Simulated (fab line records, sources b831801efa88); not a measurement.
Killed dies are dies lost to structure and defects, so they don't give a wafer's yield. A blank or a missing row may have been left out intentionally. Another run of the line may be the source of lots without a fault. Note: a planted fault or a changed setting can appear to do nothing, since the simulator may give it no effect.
Which tool did it? || flow sky130 || 39 wafers from 13 lots sampled at 6 of the route's 708 steps

WHAT THE GAUGES READ, wafer by wafer
SKY_LDD_N_OVL_MEAS_07. Usual: for LDD_N_OVL the level is -1.1 nm and the standard deviation is 1.4.
{"lot": "L536", "measured": "day 15 03:08", "on": "overlay-02", "LDD_N_OVL (nm)": "0.8 -3.5 -3.2", "flag": ""}
{"lot": "L537", "measured": "day 15 03:26", "on": "overlay-01", "LDD_N_OVL (nm)": "-0.4 0.2 0.8", "flag": ""}
{"lot": "L538", "measured": "day 15 14:58", "on": "overlay-02", "LDD_N_OVL (nm)": "-2.4 -0.8 -2.1", "flag": ""}
{"lot": "L539", "measured": "day 15 23:08", "on": "overlay-01", "LDD_N_OVL (nm)": "0.3 -0.8 -0.1", "flag": ""}
{"lot": "L542", "measured": "day 16 21:02", "on": "overlay-01", "LDD_N_OVL (nm)": "-1.6 -3.5 -1.4", "flag": ""}
{"lot": "L541", "measured": "day 17 01:47", "on": "overlay-02", "LDD_N_OVL (nm)": "0.3 0.4 -1.1", "flag": ""}
{"lot": "L543", "measured": "day 17 11:49", "on": "overlay-01", "LDD_N_OVL (nm)": "-2.3 0.4 0.2", "flag": ""}
{"lot": "L544", "measured": "day 17 23:38", "on": "overlay-02", "LDD_N_OVL (nm)": "-1.3 -1.5 -1.7", "flag": ""}
{"lot": "L547", "measured": "day 18 09:28", "on": "overlay-02", "LDD_N_OVL (nm)": "-2.8 -3.2 -4.5", "flag": ""}
{"lot": "L548", "measured": "day 18 17:29", "on": "overlay-01", "LDD_N_OVL (nm)": "1.7 -0.7 0.5", "flag": ""}
{"lot": "L549", "measured": "day 18 22:08", "on": "overlay-02", "LDD_N_OVL (nm)": "-0.5 0.4 -0.9", "flag": ""}
{"lot": "L550", "measured": "day 19 04:29", "on": "overlay-01", "LDD_N_OVL (nm)": "-2.3 -2.8 -2.0", "flag": ""}
{"lot": "L551", "measured": "day 19 15:31", "on": "overlay-02", "LDD_N_OVL (nm)": "-1.4 -4.4 -1.5", "flag": ""}

SKY_LDD_HVP_TW_MEAS_10. Usual: for LDD_HVP_TW the level is 454.5 and the standard deviation is 2.9.
{"lot": "L536", "measured": "day 18 17:28", "on": "film_metro-04", "LDD_HVP_TW": "450.0 454.4 452.7", "flag": ""}
{"lot": "L537", "measured": "day 18 17:48", "on": "film_metro-02", "LDD_HVP_TW": "452.6 451.1 450.7", "flag": ""}
{"lot": "L538", "measured": "day 19 06:16", "on": "film_metro-02", "LDD_HVP_TW": "452.5 454.8 453.5", "flag": ""}
{"lot": "L539", "measured": "day 19 15:04", "on": "film_metro-03", "LDD_HVP_TW": "455.7 456.0 457.5", "flag": ""}
{"lot": "L542", "measured": "day 20 15:14", "on": "film_metro-04", "LDD_HVP_TW": "452.9 453.7 452.8", "flag": ""}
{"lot": "L541", "measured": "day 20 18:32", "on": "film_metro-03", "LDD_HVP_TW": "455.9 456.1 458.1", "flag": ""}
{"lot": "L543", "measured": "day 21 06:33", "on": "film_metro-03", "LDD_HVP_TW": "462.5 461.8 458.6", "flag": ""}
{"lot": "L544", "measured": "day 21 18:50", "on": "film_metro-04", "LDD_HVP_TW": "455.3 453.8 451.2", "flag": ""}
{"lot": "L547", "measured": "day 22 04:00", "on": "film_metro-03", "LDD_HVP_TW": "458.5 460.2 459.1", "flag": ""}
{"lot": "L548", "measured": "day 22 13:21", "on": "film_metro-04", "LDD_HVP_TW": "457.2 453.1 453.9", "flag": ""}
{"lot": "L549", "measured": "day 22 18:00", "on": "film_metro-04", "LDD_HVP_TW": "454.6 450.3 450.2", "flag": ""}
{"lot": "L550", "measured": "day 23 00:08", "on": "film_metro-03", "LDD_HVP_TW": "456.8 455.4 458.0", "flag": ""}
{"lot": "L551", "measured": "day 23 08:09", "on": "film_metro-04", "LDD_HVP_TW": "450.2 454.2 452.9", "flag": ""}

SKY_RES_XHIGH_TW_MEAS_09. Usual: for RES_XHIGH_TW the level is 1627 and the standard deviation is 7.6.
{"lot": "L536", "measured": "day 24 09:58", "on": "film_metro-04", "RES_XHIGH_TW": "1626 1633 1624", "flag": ""}
{"lot": "L537", "measured": "day 24 10:19", "on": "film_metro-01", "RES_XHIGH_TW": "1636 1626 1634", "flag": ""}
{"lot": "L538", "measured": "day 24 10:37", "on": "film_metro-02", "RES_XHIGH_TW": "1623 1636 1647", "flag": ""}
{"lot": "L539", "measured": "day 24 13:01", "on": "film_metro-02", "RES_XHIGH_TW": "1631 1631 1635", "flag": ""}
{"lot": "L542", "measured": "day 25 14:46", "on": "film_metro-02", "RES_XHIGH_TW": "1623 1623 1618", "flag": ""}
{"lot": "L541", "measured": "day 25 16:22", "on": "film_metro-04", "RES_XHIGH_TW": "1622 1631 1623", "flag": ""}
{"lot": "L543", "measured": "day 26 04:04", "on": "film_metro-04", "RES_XHIGH_TW": "1633 1627 1634", "flag": ""}
{"lot": "L544", "measured": "day 26 14:13", "on": "film_metro-02", "RES_XHIGH_TW": "1633 1630 1630", "flag": ""}
{"lot": "L547", "measured": "day 27 01:11", "on": "film_metro-01", "RES_XHIGH_TW": "1637 1635 1625", "flag": ""}
{"lot": "L548", "measured": "day 27 08:52", "on": "film_metro-01", "RES_XHIGH_TW": "1058 1057 1053", "flag": "OFF"}
{"lot": "L549", "measured": "day 27 16:52", "on": "film_metro-04", "RES_XHIGH_TW": "1057 1052 1051", "flag": "OFF"}
{"lot": "L550", "measured": "day 27 18:46", "on": "film_metro-02", "RES_XHIGH_TW": "1054 1060 1057", "flag": "OFF"}
{"lot": "L551", "measured": "day 28 08:19", "on": "film_metro-04", "RES_XHIGH_TW": "1057 1062 1056", "flag": "OFF"}

SKY_SD_N_TW_MEAS_12. Usual: for SD_N_TW the level is 3946 and the standard deviation is 20.
{"lot": "L536", "measured": "day 25 14:50", "on": "film_metro-02", "SD_N_TW": "3936 3932 3967", "flag": ""}
{"lot": "L537", "measured": "day 25 14:55", "on": "film_metro-04", "SD_N_TW": "3958 3949 3955", "flag": ""}
{"lot": "L538", "measured": "day 25 14:56", "on": "film_metro-02", "SD_N_TW": "3929 3948 3971", "flag": ""}
{"lot": "L539", "measured": "day 25 17:52", "on": "film_metro-02", "SD_N_TW": "3956 3975 3969", "flag": ""}
{"lot": "L542", "measured": "day 26 18:23", "on": "film_metro-02", "SD_N_TW": "3948 3961 3972", "flag": ""}
{"lot": "L541", "measured": "day 26 20:53", "on": "film_metro-01", "SD_N_TW": "3935 3918 3912", "flag": ""}
{"lot": "L543", "measured": "day 27 09:00", "on": "film_metro-02", "SD_N_TW": "3936 3949 3951", "flag": ""}
{"lot": "L544", "measured": "day 27 18:25", "on": "film_metro-02", "SD_N_TW": "3940 3959 3934", "flag": ""}
{"lot": "L547", "measured": "day 28 07:11", "on": "film_metro-02", "SD_N_TW": "3936 3928 3926", "flag": ""}
{"lot": "L548", "measured": "day 28 14:15", "on": "film_metro-04", "SD_N_TW": "3942 3951 3973", "flag": ""}
{"lot": "L549", "measured": "day 28 22:20", "on": "film_metro-02", "SD_N_TW": "3973 3941 3951", "flag": ""}
{"lot": "L550", "measured": "day 28 23:53", "on": "film_metro-02", "SD_N_TW": "3924 3922 3933", "flag": ""}
{"lot": "L551", "measured": "day 29 13:02", "on": "film_metro-04", "SD_N_TW": "3946 3922 3910", "flag": ""}

SKY_SD_N_RS_MEAS_18: a four-point-probe measurement. Usual: for RES_XHIGH_RS the level is 332.6 ohm/sq and the standard deviation is 1.2.
{"lot": "L536", "measured": "day 25 15:21", "on": "film_metro-04", "RES_XHIGH_RS (ohm/sq)": "331.8 332.3 332.0", "flag": ""}
{"lot": "L537", "measured": "day 25 15:26", "on": "film_metro-02", "RES_XHIGH_RS (ohm/sq)": "331.7 331.0 330.8", "flag": ""}
{"lot": "L538", "measured": "day 25 15:52", "on": "film_metro-01", "RES_XHIGH_RS (ohm/sq)": "333.5 333.1 332.8", "flag": ""}
{"lot": "L539", "measured": "day 25 18:23", "on": "film_metro-01", "RES_XHIGH_RS (ohm/sq)": "331.6 332.4 332.1", "flag": ""}
{"lot": "L542", "measured": "day 26 18:55", "on": "film_metro-04", "RES_XHIGH_RS (ohm/sq)": "333.3 333.9 332.8", "flag": ""}
{"lot": "L541", "measured": "day 26 21:25", "on": "film_metro-01", "RES_XHIGH_RS (ohm/sq)": "333.5 332.5 332.2", "flag": ""}
{"lot": "L543", "measured": "day 27 09:32", "on": "film_metro-04", "RES_XHIGH_RS (ohm/sq)": "331.7 331.0 332.1", "flag": ""}
{"lot": "L544", "measured": "day 27 18:58", "on": "film_metro-04", "RES_XHIGH_RS (ohm/sq)": "332.0 332.0 330.9", "flag": ""}
{"lot": "L547", "measured": "day 28 07:43", "on": "film_metro-04", "RES_XHIGH_RS (ohm/sq)": "332.4 331.5 333.6", "flag": ""}
{"lot": "L548", "measured": "day 28 14:47", "on": "film_metro-01", "RES_XHIGH_RS (ohm/sq)": "260.2 260.3 259.6", "flag": "OFF"}
{"lot": "L549", "measured": "day 28 22:52", "on": "film_metro-04", "RES_XHIGH_RS (ohm/sq)": "259.0 258.5 258.6", "flag": "OFF"}
{"lot": "L550", "measured": "day 29 00:25", "on": "film_metro-01", "RES_XHIGH_RS (ohm/sq)": "257.8 258.5 258.0", "flag": "OFF"}
{"lot": "L551", "measured": "day 29 13:34", "on": "film_metro-02", "RES_XHIGH_RS (ohm/sq)": "258.7 259.4 259.5", "flag": "OFF"}

WHICH TOOL RAN EACH LOT (tool, then ch and the chambers of the sampled wafers, then the start)
{"lot": "L536", "SKY_RES_XHIGH_IMPLANT_07": "implanter-03 ch 0, day 24 09:43"}
{"lot": "L537", "SKY_RES_XHIGH_IMPLANT_07": "implanter-01 ch 0, day 24 10:04"}
{"lot": "L538", "SKY_RES_XHIGH_IMPLANT_07": "implanter-04 ch 0, day 24 10:22"}
{"lot": "L539", "SKY_RES_XHIGH_IMPLANT_07": "implanter-01 ch 0, day 24 12:46"}
{"lot": "L542", "SKY_RES_XHIGH_IMPLANT_07": "implanter-01 ch 0, day 25 14:07"}
{"lot": "L541", "SKY_RES_XHIGH_IMPLANT_07": "implanter-01 ch 0, day 25 16:05"}
{"lot": "L543", "SKY_RES_XHIGH_IMPLANT_07": "implanter-04 ch 0, day 26 03:50"}
{"lot": "L544", "SKY_RES_XHIGH_IMPLANT_07": "implanter-04 ch 0, day 26 13:59"}
{"lot": "L547", "SKY_RES_XHIGH_IMPLANT_07": "implanter-01 ch 0, day 27 00:56"}
{"lot": "L548", "SKY_RES_XHIGH_IMPLANT_07": "implanter-04 ch 0, day 27 08:38"}
{"lot": "L549", "SKY_RES_XHIGH_IMPLANT_07": "implanter-04 ch 0, day 27 16:37"}
{"lot": "L550", "SKY_RES_XHIGH_IMPLANT_07": "implanter-01 ch 0, day 27 18:31"}
{"lot": "L551", "SKY_RES_XHIGH_IMPLANT_07": "implanter-04 ch 0, day 28 08:04"}
- SKY_RES_XHIGH_IMPLANT_07

AS READ BY THE TOOLS THEMSELVES (means over the sampled wafers that have a number; for cases with no such wafer, the mark the record gives instead)
SKY_RES_XHIGH_IMPLANT_07. Usual: 40 s for beam_on_s, sd 3.7.
{"lot": "L536", "tool": "implanter-03", "beam_on_s (s)": 34, "flag": ""}
{"lot": "L537", "tool": "implanter-01", "beam_on_s (s)": 42, "flag": ""}
{"lot": "L538", "tool": "implanter-04", "beam_on_s (s)": 44, "flag": ""}
{"lot": "L539", "tool": "implanter-01", "beam_on_s (s)": 42, "flag": ""}
{"lot": "L542", "tool": "implanter-01", "beam_on_s (s)": 41, "flag": ""}
{"lot": "L541", "tool": "implanter-01", "beam_on_s (s)": 41, "flag": ""}
{"lot": "L543", "tool": "implanter-04", "beam_on_s (s)": 43, "flag": ""}
{"lot": "L544", "tool": "implanter-04", "beam_on_s (s)": 42, "flag": ""}
{"lot": "L547", "tool": "implanter-01", "beam_on_s (s)": 41, "flag": ""}
{"lot": "L548", "tool": "implanter-04", "beam_on_s (s)": 43, "flag": ""}
{"lot": "L549", "tool": "implanter-04", "beam_on_s (s)": 43, "flag": ""}
{"lot": "L550", "tool": "implanter-01", "beam_on_s (s)": 42, "flag": ""}
{"lot": "L551", "tool": "implanter-04", "beam_on_s (s)": 43, "flag": ""}

THE ANSWER, worked out from the rows above alone
Rule: lot off if the mean of its wafers having a number is beyond 3 standard deviations from the usual mean. Also off: a lot with no number at a reading for which 4 or more lots have one. All remaining lots with rows at the step are treated as sound. First the gauges in route order, then the tools' own readings, where a lot's mean is used as printed above. The first step at which some lot is off is used, and at that step the reading that is off furthest; a lot without a number counts as furthest.
Off: at SKY_RES_XHIGH_TW_MEAS_09 (RES_XHIGH_TW), L548, L549, L550, L551.
A tool fits if, at a process step before that reading, it ran every lot that is off, and no sound lot after the first of them. Gauges at SKY_RES_XHIGH_TW_MEAS_09: tried the same way as those tools. Of those tried, none fits.

WHAT WAS PUT IN BY THE SIMULATOR
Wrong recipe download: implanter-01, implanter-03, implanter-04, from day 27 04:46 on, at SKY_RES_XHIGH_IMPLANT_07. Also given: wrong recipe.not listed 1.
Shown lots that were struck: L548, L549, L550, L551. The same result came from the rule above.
